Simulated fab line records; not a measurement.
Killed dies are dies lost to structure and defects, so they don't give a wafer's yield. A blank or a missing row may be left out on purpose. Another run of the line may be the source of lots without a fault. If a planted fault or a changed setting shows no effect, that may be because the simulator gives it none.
The tool behind it: which one? ; flow gf180mcu ; Sampling: 14 lots, 42 wafers, 4 of 602 route steps

== WHAT EACH GAUGE READ, for each wafer ==
GF_SAB_THK_MEAS_01. Usual: SAB_CVD_00_THK 49.8 nm, standard deviation 0.54.
lot;measured;on;SAB_CVD_00_THK (nm);flag
L832;day 14 08:17;film-metro-02;50.8 50.3 50.6;
L833;day 14 15:02;film-metro-02;49.5 49.3 49.2;
L834;day 15 01:29;film-metro-03;49.5 50.7 50.1;
L835;day 15 08:14;film-metro-02;49.5 49.9 50.5;
L837;day 16 03:16;film-metro-04;68.4 49.5 50.0;OFF
L838;day 16 08:05;film-metro-02;49.1 69.6 49.9;OFF
L845;day 19 02:31;film-metro-03;49.7 50.1 50.4;
L846;day 19 05:13;film-metro-04;50.5 50.6 50.3;
L848;day 20 07:14;film-metro-02;50.0 50.5 50.4;
L850;day 20 18:31;film-metro-02;48.5 49.5 49.2;
L851;day 21 06:15;film-metro-04;48.5 49.0 49.4;
L852;day 21 11:27;film-metro-03;49.7 50.8 49.9;
L854;day 22 03:04;film-metro-04;49.6 50.0 50.1;
L855;day 22 12:10;film-metro-02;50.3 50.3 51.0;

GF_V1_BOW_MEAS_05. Usual: V1_BOW 81 um, standard deviation 7.8.
lot;measured;on;V1_BOW (um);flag
L832;day 17 07:38;film-metro-04;72 87 75;
L833;day 17 14:22;film-metro-04;72 97 80;
L834;day 18 02:27;film-metro-04;73 82 83;
L835;day 18 09:19;film-metro-02;73 70 76;
L837;day 19 06:31;film-metro-03;80 82 81;
L838;day 19 12:00;film-metro-03;80 76 78;
L845;day 22 07:51;film-metro-03;88 94 101;
L846;day 22 10:19;film-metro-03;83 75 67;
L848;day 23 10:13;film-metro-03;75 77 79;
L850;day 23 21:10;film-metro-02;72 67 80;
L851;day 24 08:54;film-metro-04;81 85 79;
L852;day 24 13:05;film-metro-04;87 80 87;
L854;day 25 04:13;film-metro-02;78 65 72;
L855;day 25 11:52;film-metro-03;84 80 90;

== EACH LOT AND THE TOOL THAT RAN IT (in order: tool; ch and the chambers of the sampled wafers; start) ==
lot;GF_SAB_CVD_00;GF_M1_SPUTTER_02
L832;pecvd-01 ch 0,1,2, day 14 08:15;pvd-sputter-01, day 16 06:58
L833;pecvd-02 ch 1,2, day 14 15:01;pvd-sputter-02, day 16 13:55
L834;pecvd-01 ch 0,2, day 15 01:27;pvd-sputter-01, day 17 01:05
L835;pecvd-02 ch 1,2, day 15 08:08;pvd-sputter-01, day 17 08:04
L837;pecvd-02 ch 0,1,2, day 16 03:14;pvd-sputter-02, day 18 04:35
L838;pecvd-02 ch 0,1, day 16 08:01;pvd-sputter-01, day 18 09:39
L845;pecvd-02 ch 0,1,2, day 19 02:29;pvd-sputter-01, day 21 06:16
L846;pecvd-03 ch 0,1,2, day 19 05:11;pvd-sputter-02, day 21 08:58
L848;pecvd-03 ch 0,2, day 20 07:13;pvd-sputter-02, day 22 09:59
L850;pecvd-01 ch 0,1, day 20 18:29;pvd-sputter-03, day 22 21:13
L851;pecvd-02 ch 0,2, day 21 06:14;pvd-sputter-01, day 23 07:53
L852;pecvd-03 ch 1,2, day 21 11:25;pvd-sputter-02, day 23 12:48
L854;pecvd-02 ch 1,2, day 22 03:01;pvd-sputter-03, day 24 04:16
L855;pecvd-02 ch 0,1,2, day 22 12:08;pvd-sputter-01, day 24 12:34
- GF_SAB_CVD_00: deposits SiO2 from TEOS, target thk 50 nm, time 4.9302 s.
- GF_M1_SPUTTER_02: material AlCu, target thk 450 nm, time 23.9 s.

== AS READ BY THE TOOLS THEMSELVES (means over the sampled wafers that have a number; for cases with no such wafer, the mark the record gives instead) ==
GF_SAB_CVD_00. Usual: heater-power-w 637 W, standard deviation 76; rf-fwd-power-W 587 W, standard deviation 3.6.
lot;tool;heater-power-w (W);rf-fwd-power-W (W);flag
L832;pecvd-01;548;586;
L833;pecvd-02;770;591;
L834;pecvd-01;630;588;
L835;pecvd-02;683;590;
L837;pecvd-02;657;588;
L838;pecvd-02;629;585;
L845;pecvd-02;679;589;
L846;pecvd-03;637;589;
L848;pecvd-03;679;589;
L850;pecvd-01;589;586;
L851;pecvd-02;764;590;
L852;pecvd-03;632;592;
L854;pecvd-02;647;588;
L855;pecvd-02;716;588;

GF_M1_SPUTTER_02. Usual: 30.6 % for throttle-valve-pct, sd 1.1.
lot;tool;throttle-valve-pct (%);flag
L832;pvd-sputter-01;30.9;
L833;pvd-sputter-02;30.3;
L834;pvd-sputter-01;31.2;
L835;pvd-sputter-01;30.7;
L837;pvd-sputter-02;30.6;
L838;pvd-sputter-01;30.8;
L845;pvd-sputter-01;31.1;
L846;pvd-sputter-02;30.7;
L848;pvd-sputter-02;31.6;
L850;pvd-sputter-03;30.3;
L851;pvd-sputter-01;30.7;
L852;pvd-sputter-02;29.9;
L854;pvd-sputter-03;31.2;
L855;pvd-sputter-01;30.8;

== THE ANSWER, worked out from the rows above alone ==
Rule: a lot is off if the mean of its wafers that have a number lies more than 3 standard deviations from the usual mean. A lot without any number at a reading at which 4 lots or more have one is off too. Where the step has rows for the other lots, those lots are counted as sound. Order of review: gauges by route order, followed by the tools' own readings, for which a lot's mean as printed above is used. The first step at which some lot is off is used, and at that step the reading that is off furthest; a lot without a number counts as furthest.
Off: L837, L838, seen at GF_SAB_THK_MEAS_01 (SAB_CVD_00_THK).
If a tool, at a process step before that reading, ran all the lots that are off and no sound lot after the first of them, it fits. Gauges at GF_SAB_THK_MEAS_01: tried the same way as those tools. Not one of the candidates tried fits.

== WHAT WAS PUT IN BY THE SIMULATOR ==
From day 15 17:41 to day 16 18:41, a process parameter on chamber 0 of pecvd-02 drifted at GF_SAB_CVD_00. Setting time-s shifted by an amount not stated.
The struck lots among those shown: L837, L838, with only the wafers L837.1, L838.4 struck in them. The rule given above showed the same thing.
